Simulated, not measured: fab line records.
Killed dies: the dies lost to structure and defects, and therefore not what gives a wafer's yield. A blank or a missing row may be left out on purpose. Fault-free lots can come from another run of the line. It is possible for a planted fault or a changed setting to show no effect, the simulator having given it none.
Which tool is to blame? || flow sky130 || 42 wafers from 14 lots sampled at 5 of the route's 708 steps

== WHAT EACH GAUGE READ, for each wafer ==
SKY_POLY_GATE_CD_MEAS_13 targets a cd of 150 nm. Usual: cdNm 149.9 nm, standard deviation 0.99.
{"lot": "L430", "measured": "day 16 12:58", "on": "cdSem-01", "cdNm (nm)": "148.8 148.3 148.1", "flag": ""}
{"lot": "L432", "measured": "day 17 05:19", "on": "cdSem-02", "cdNm (nm)": "149.0 150.2 149.1", "flag": ""}
{"lot": "L433", "measured": "day 17 12:34", "on": "cdSem-02", "cdNm (nm)": "150.8 150.3 150.5", "flag": ""}
{"lot": "L434", "measured": "day 17 22:43", "on": "cdSem-01", "cdNm (nm)": "149.6 149.7 150.1", "flag": ""}
{"lot": "L436", "measured": "day 18 12:35", "on": "cdSem-02", "cdNm (nm)": "149.3 150.1 150.5", "flag": ""}
{"lot": "L437", "measured": "day 18 22:31", "on": "cdSem-02", "cdNm (nm)": "148.5 149.1 149.1", "flag": ""}
{"lot": "L439", "measured": "day 19 17:18", "on": "cdSem-01", "cdNm (nm)": "149.6 150.6 151.2", "flag": ""}
{"lot": "L440", "measured": "day 20 04:20", "on": "cdSem-01", "cdNm (nm)": "150.0 152.0 150.7", "flag": ""}
{"lot": "L441", "measured": "day 20 11:15", "on": "cdSem-02", "cdNm (nm)": "151.2 149.7 151.1", "flag": ""}
{"lot": "L442", "measured": "day 20 23:56", "on": "cdSem-01", "cdNm (nm)": "150.3 149.1 151.3", "flag": ""}
{"lot": "L449", "measured": "day 23 09:30", "on": "cdSem-01", "cdNm (nm)": "149.0 149.3 150.7", "flag": ""}
{"lot": "L451", "measured": "day 24 02:23", "on": "cdSem-02", "cdNm (nm)": "149.5 150.5 150.2", "flag": ""}
{"lot": "L452", "measured": "day 24 08:37", "on": "cdSem-02", "cdNm (nm)": "152.0 151.8 151.5", "flag": ""}
{"lot": "L453", "measured": "day 24 12:02", "on": "cdSem-02", "cdNm (nm)": "150.9 151.0 150.0", "flag": ""}

SKY_LDD_P_OVL_MEAS_08. Usual: LDD_P_OVL gives 0.1 nm (standard deviation 1.5).
{"lot": "L430", "measured": "day 19 04:24", "on": "overlay-02", "LDD_P_OVL (nm)": "-0.4 -1.5 -1.7", "flag": ""}
{"lot": "L432", "measured": "day 19 21:39", "on": "overlay-02", "LDD_P_OVL (nm)": "-0.2 0.5 -0.6", "flag": ""}
{"lot": "L433", "measured": "day 20 07:48", "on": "overlay-02", "LDD_P_OVL (nm)": "-0.6 0.0 -0.2", "flag": ""}
{"lot": "L434", "measured": "day 20 19:18", "on": "overlay-01", "LDD_P_OVL (nm)": "-2.5 -2.2 -5.0", "flag": ""}
{"lot": "L436", "measured": "day 21 07:39", "on": "overlay-02", "LDD_P_OVL (nm)": "-0.2 -0.2 0.8", "flag": ""}
{"lot": "L437", "measured": "day 21 16:25", "on": "overlay-01", "LDD_P_OVL (nm)": "-1.7 1.4 -0.7", "flag": ""}
{"lot": "L439", "measured": "day 22 11:33", "on": "overlay-01", "LDD_P_OVL (nm)": "-0.1 -1.6 0.1", "flag": ""}
{"lot": "L440", "measured": "day 22 21:21", "on": "overlay-01", "LDD_P_OVL (nm)": "2.1 0.6 1.3", "flag": ""}
{"lot": "L441", "measured": "day 23 05:18", "on": "overlay-01", "LDD_P_OVL (nm)": "2.2 0.3 1.3", "flag": ""}
{"lot": "L442", "measured": "day 23 15:29", "on": "overlay-01", "LDD_P_OVL (nm)": "-1.4 0.7 2.1", "flag": ""}
{"lot": "L449", "measured": "day 26 00:55", "on": "overlay-01", "LDD_P_OVL (nm)": "-2.1 -0.2 -1.1", "flag": ""}
{"lot": "L451", "measured": "day 26 16:24", "on": "overlay-01", "LDD_P_OVL (nm)": "-1.4 -2.2 -1.8", "flag": ""}
{"lot": "L452", "measured": "day 26 22:46", "on": "overlay-02", "LDD_P_OVL (nm)": "1.5 -0.8 1.1", "flag": ""}
{"lot": "L453", "measured": "day 27 00:39", "on": "overlay-02", "LDD_P_OVL (nm)": "-1.0 0.7 0.2", "flag": ""}

SKY_LDD_HVN_OVL_MEAS_07. Usual: LDD_HVN_OVL gives 0.4 nm (standard deviation 1.4).
{"lot": "L430", "measured": "day 20 10:55", "on": "overlay-02", "LDD_HVN_OVL (nm)": "-1.2 -0.9 -0.9", "flag": ""}
{"lot": "L432", "measured": "day 21 04:04", "on": "overlay-02", "LDD_HVN_OVL (nm)": "-0.9 0.6 -1.0", "flag": ""}
{"lot": "L433", "measured": "day 21 15:11", "on": "overlay-01", "LDD_HVN_OVL (nm)": "0.5 1.0 -0.8", "flag": ""}
{"lot": "L434", "measured": "day 22 02:13", "on": "overlay-01", "LDD_HVN_OVL (nm)": "-0.2 1.4 0.2", "flag": ""}
{"lot": "L436", "measured": "day 22 13:34", "on": "overlay-01", "LDD_HVN_OVL (nm)": "-0.6 -1.8 -1.0", "flag": ""}
{"lot": "L437", "measured": "day 22 22:40", "on": "overlay-01", "LDD_HVN_OVL (nm)": "-0.7 1.0 1.0", "flag": ""}
{"lot": "L439", "measured": "day 23 17:58", "on": "overlay-01", "LDD_HVN_OVL (nm)": "-0.6 -0.2 -0.5", "flag": ""}
{"lot": "L440", "measured": "day 24 03:34", "on": "overlay-02", "LDD_HVN_OVL (nm)": "0.3 1.2 -1.4", "flag": ""}
{"lot": "L441", "measured": "day 24 11:04", "on": "overlay-01", "LDD_HVN_OVL (nm)": "0.8 0.4 0.8", "flag": ""}
{"lot": "L442", "measured": "day 24 21:40", "on": "overlay-01", "LDD_HVN_OVL (nm)": "1.0 -0.1 0.8", "flag": ""}
{"lot": "L449", "measured": "day 27 06:10", "on": "overlay-02", "LDD_HVN_OVL (nm)": "0.3 -1.7 -1.4", "flag": ""}
{"lot": "L451", "measured": "day 27 21:08", "on": "overlay-01", "LDD_HVN_OVL (nm)": "1.1 1.3 0.0", "flag": ""}
{"lot": "L452", "measured": "day 28 03:02", "on": "overlay-02", "LDD_HVN_OVL (nm)": "-0.2 1.4 1.4", "flag": ""}
{"lot": "L453", "measured": "day 28 05:46", "on": "overlay-01", "LDD_HVN_OVL (nm)": "1.5 -0.9 0.4", "flag": ""}

SKY_LDD_HVN_TW_MEAS_10. Usual: LDD_HVN_TW gives 1439 (standard deviation 8.4).
{"lot": "L430", "measured": "day 20 11:13", "on": "filmMetro-04", "LDD_HVN_TW": "1454 1445 1444", "flag": ""}
{"lot": "L432", "measured": "day 21 04:21", "on": "filmMetro-02", "LDD_HVN_TW": "1427 1433 1438", "flag": ""}
{"lot": "L433", "measured": "day 21 15:28", "on": "filmMetro-04", "LDD_HVN_TW": "1449 1439 1454", "flag": ""}
{"lot": "L434", "measured": "day 22 02:30", "on": "filmMetro-04", "LDD_HVN_TW": "1461 1445 1463", "flag": ""}
{"lot": "L436", "measured": "day 22 13:51", "on": "filmMetro-02", "LDD_HVN_TW": "1436 1440 1438", "flag": ""}
{"lot": "L437", "measured": "day 22 22:58", "on": "filmMetro-03", "LDD_HVN_TW": "1430 1438 1432", "flag": ""}
{"lot": "L439", "measured": "day 23 18:16", "on": "filmMetro-04", "LDD_HVN_TW": "1444 1449 1440", "flag": ""}
{"lot": "L440", "measured": "day 24 03:51", "on": "filmMetro-03", "LDD_HVN_TW": "1441 1428 1425", "flag": ""}
{"lot": "L441", "measured": "day 24 11:22", "on": "filmMetro-02", "LDD_HVN_TW": "1510 1508 1512", "flag": "OFF"}
{"lot": "L442", "measured": "day 24 21:57", "on": "filmMetro-04", "LDD_HVN_TW": "1517 1524 1516", "flag": "OFF"}
{"lot": "L449", "measured": "day 27 06:28", "on": "filmMetro-02", "LDD_HVN_TW": "1441 1435 1441", "flag": ""}
{"lot": "L451", "measured": "day 27 21:25", "on": "filmMetro-02", "LDD_HVN_TW": "1437 1433 1437", "flag": ""}
{"lot": "L452", "measured": "day 28 03:19", "on": "filmMetro-03", "LDD_HVN_TW": "1433 1433 1439", "flag": ""}
{"lot": "L453", "measured": "day 28 06:04", "on": "filmMetro-02", "LDD_HVN_TW": "1429 1430 1430", "flag": ""}

== WHAT TOOL EACH LOT RAN ON (gives the tool, then ch and the chambers of the sampled wafers, and finally the start) ==
{"lot": "L430", "SKY_LDD_HVN_IMPLANT_08": "implanter-03 ch 0, day 20 10:58"}
{"lot": "L432", "SKY_LDD_HVN_IMPLANT_08": "implanter-03 ch 0, day 21 04:06"}
{"lot": "L433", "SKY_LDD_HVN_IMPLANT_08": "implanter-04 ch 0, day 21 15:13"}
{"lot": "L434", "SKY_LDD_HVN_IMPLANT_08": "implanter-03 ch 0, day 22 02:15"}
{"lot": "L436", "SKY_LDD_HVN_IMPLANT_08": "implanter-03 ch 0, day 22 13:36"}
{"lot": "L437", "SKY_LDD_HVN_IMPLANT_08": "implanter-04 ch 0, day 22 22:43"}
{"lot": "L439", "SKY_LDD_HVN_IMPLANT_08": "implanter-01 ch 0, day 23 18:02"}
{"lot": "L440", "SKY_LDD_HVN_IMPLANT_08": "implanter-04 ch 0, day 24 03:36"}
{"lot": "L441", "SKY_LDD_HVN_IMPLANT_08": "implanter-04 ch 0, day 24 11:08"}
{"lot": "L442", "SKY_LDD_HVN_IMPLANT_08": "implanter-04 ch 0, day 24 21:42"}
{"lot": "L449", "SKY_LDD_HVN_IMPLANT_08": "implanter-04 ch 0, day 27 06:14"}
{"lot": "L451", "SKY_LDD_HVN_IMPLANT_08": "implanter-04 ch 0, day 27 21:10"}
{"lot": "L452", "SKY_LDD_HVN_IMPLANT_08": "implanter-03 ch 0, day 28 03:06"}
{"lot": "L453", "SKY_LDD_HVN_IMPLANT_08": "implanter-04 ch 0, day 28 05:50"}
- SKY_LDD_HVN_IMPLANT_08

== WHAT THE TOOLS THEMSELVES READ (means of the sampled wafers that have a number; where no wafer has one, the mark that the record gives instead) ==
SKY_LDD_HVN_IMPLANT_08. Usual: beamEnergyKeV 60.002, standard deviation 0.022.
{"lot": "L430", "tool": "implanter-03", "beamEnergyKeV": 59.962, "flag": ""}
{"lot": "L432", "tool": "implanter-03", "beamEnergyKeV": 59.987, "flag": ""}
{"lot": "L433", "tool": "implanter-04", "beamEnergyKeV": 60.006, "flag": ""}
{"lot": "L434", "tool": "implanter-03", "beamEnergyKeV": 60.011, "flag": ""}
{"lot": "L436", "tool": "implanter-03", "beamEnergyKeV": 60.027, "flag": ""}
{"lot": "L437", "tool": "implanter-04", "beamEnergyKeV": 59.973, "flag": ""}
{"lot": "L439", "tool": "implanter-01", "beamEnergyKeV": 59.989, "flag": ""}
{"lot": "L440", "tool": "implanter-04", "beamEnergyKeV": 60.006, "flag": ""}
{"lot": "L441", "tool": "implanter-04", "beamEnergyKeV": 72.748, "flag": "OFF"}
{"lot": "L442", "tool": "implanter-04", "beamEnergyKeV": 72.749, "flag": "OFF"}
{"lot": "L449", "tool": "implanter-04", "beamEnergyKeV": 59.992, "flag": ""}
{"lot": "L451", "tool": "implanter-04", "beamEnergyKeV": 60.015, "flag": ""}
{"lot": "L452", "tool": "implanter-03", "beamEnergyKeV": 60.016, "flag": ""}
{"lot": "L453", "tool": "implanter-04", "beamEnergyKeV": 60.010, "flag": ""}

== THE ANSWER, worked out from the rows above alone ==
Rule: a lot counts as off when the mean over its wafers that have a number is more than 3 standard deviations away from the usual mean. A lot without any number at a reading at which 4 lots or more have one is off too. The other lots that the step has rows for count as sound. First the gauges in route order, then the tools' own readings, where a lot's mean is used as printed above. The first step at which some lot is off is used, and at that step the reading that is off furthest; a lot without a number counts as furthest.
Off: at SKY_LDD_HVN_TW_MEAS_10 (LDD_HVN_TW), L441, L442.
A tool fits if, at a process step before that reading, it ran every lot that is off, and no sound lot after the first of them. The gauges at SKY_LDD_HVN_TW_MEAS_10 aren't tried: what is off there is off at SKY_LDD_HVN_IMPLANT_08 too, on other tools, and a gauge's error can't cause that. Not one of the candidates tried fits.

== WHAT THE SIMULATOR PUT IN ==
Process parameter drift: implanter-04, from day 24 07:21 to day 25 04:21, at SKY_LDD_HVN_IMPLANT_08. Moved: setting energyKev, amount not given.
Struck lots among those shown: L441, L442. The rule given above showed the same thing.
